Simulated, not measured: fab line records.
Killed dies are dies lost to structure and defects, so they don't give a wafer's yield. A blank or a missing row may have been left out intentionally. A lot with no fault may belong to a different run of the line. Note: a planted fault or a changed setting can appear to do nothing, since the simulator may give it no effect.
The tool behind it: which one? -- flow gf180mcu -- 14 lots with 42 wafers sampled at 3 steps, on a route of 602 steps

WHAT THE GAUGES SHOWED, per wafer
GF_STI_BOW_MEAS_00. Usual: INCOMING_BOW typically reads 0 um, with standard deviation 6.7.
lot,measured,on,INCOMING_BOW (um),flag
L260,day 1 20:00,film-metro-02,-5 4 -5,
L261,day 2 01:00,film-metro-01,1 -3 15,
L262,day 2 06:00,film-metro-01,4 -4 -2,
L263,day 2 11:02,film-metro-04,3 4 8,
L264,day 2 16:00,film-metro-04,6 1 -2,
L265,day 2 21:02,film-metro-02,0 -2 -3,
L269,day 3 17:00,film-metro-02,-1 -5 1,
L271,day 4 03:00,film-metro-02,-4 10 -5,
L272,day 4 08:00,film-metro-01,8 1 7,
L273,day 4 13:02,film-metro-02,-1 -5 -4,
L276,day 5 04:00,film-metro-02,1 4 -5,
L278,day 5 14:00,film-metro-02,-15 4 -7,
L280,day 6 00:01,film-metro-02,5 1 -5,
L281,day 6 05:00,film-metro-02,9 2 -16,

GF_MVPSD_OVL_MEAS_07. Usual: MVPSD_OVL typically reads -1.2 nm, with standard deviation 1.3.
lot,measured,on,MVPSD_OVL (nm),flag
L260,day 5 11:51,overlay-02,0.6 -0.6 -0.5,
L261,day 5 16:31,overlay-02,-1.4 -0.2 -1.1,
L262,day 6 02:16,overlay-01,-1.5 -1.9 -2.5,
L263,day 6 07:49,overlay-01,2.3 0.1 0.7,
L264,day 6 12:07,overlay-01,-2.2 0.8 -1.8,
L265,day 6 19:34,overlay-02,-0.7 -1.0 -1.6,
L269,day 7 18:31,overlay-01,- - -,OFF
L271,day 8 02:55,overlay-02,- - -,OFF
L272,day 8 10:52,overlay-02,-2.0 0.2 -1.7,
L273,day 8 16:43,overlay-01,-1.4 -3.4 -0.4,
L276,day 9 13:19,overlay-01,-1.3 0.2 0.6,
L278,day 10 01:30,overlay-01,-0.9 -1.0 -0.6,
L280,day 10 11:12,overlay-02,0.1 0.8 0.2,
L281,day 10 22:21,overlay-01,-3.3 -2.4 -1.4,

WHAT TOOL EACH LOT RAN ON (gives the tool, then ch and the chambers of the sampled wafers, and finally the start)
lot,GF_MVPSD_DEVELOP_06
L260,"litho-track-04 ch 0, day 5 11:00"
L261,"litho-track-02 ch 0, day 5 16:00"
L262,"litho-track-02 ch 0, day 6 02:00"
L263,"litho-track-02 ch 0, day 6 07:00"
L264,"litho-track-02 ch 0, day 6 11:00"
L265,"litho-track-02 ch 0, day 6 19:00"
L269,"litho-track-02 ch 0, day 7 18:00"
L271,"litho-track-02 ch 0, day 8 02:00"
L272,"litho-track-01 ch 0, day 8 10:00"
L273,"litho-track-01 ch 0, day 8 16:00"
L276,"litho-track-01 ch 0, day 9 13:00"
L278,"litho-track-04 ch 0, day 10 01:00"
L280,"litho-track-04 ch 0, day 10 11:00"
L281,"litho-track-04 ch 0, day 10 22:00"
- GF_MVPSD_DEVELOP_06: develop time 60 s.

AS READ BY THE TOOLS THEMSELVES (means over the sampled wafers that have a number; for cases with no such wafer, the mark the record gives instead)
The record holds no such reading with a usual standard deviation.

THE ANSWER, worked out from the rows above alone
Rule: a lot counts as off when the mean over its wafers that have a number is more than 3 standard deviations away from the usual mean. Also off: a lot with no number at a reading for which 4 or more lots have one. All remaining lots with rows at the step are treated as sound. The gauges are gone through in route order, then the tools' own readings, and for those a lot's mean is taken as printed above. The first step at which some lot is off is used, and at that step the reading that is off furthest; a lot without a number counts as furthest.
Off: L269, L271, at GF_MVPSD_OVL_MEAS_07 (MVPSD_OVL). Without a number there: L269, L271.
If a tool, at a process step before that reading, ran all the lots that are off and no sound lot after the first of them, it fits. Gauges at GF_MVPSD_OVL_MEAS_07: tried the same way as those tools. One fits: litho-track-02 at GF_MVPSD_DEVELOP_06. A fault onset in the window from L265 (day 6 19:00, its last sound lot) to L269 (day 7 18:00, its first lot off) fits.

WHAT THE SIMULATOR HAD PUT IN
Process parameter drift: litho-track-02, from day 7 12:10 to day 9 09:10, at GF_MVPSD_DEVELOP_06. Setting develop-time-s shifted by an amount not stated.
Shown lots that were struck: L269, L271. The rule given above showed the same thing.
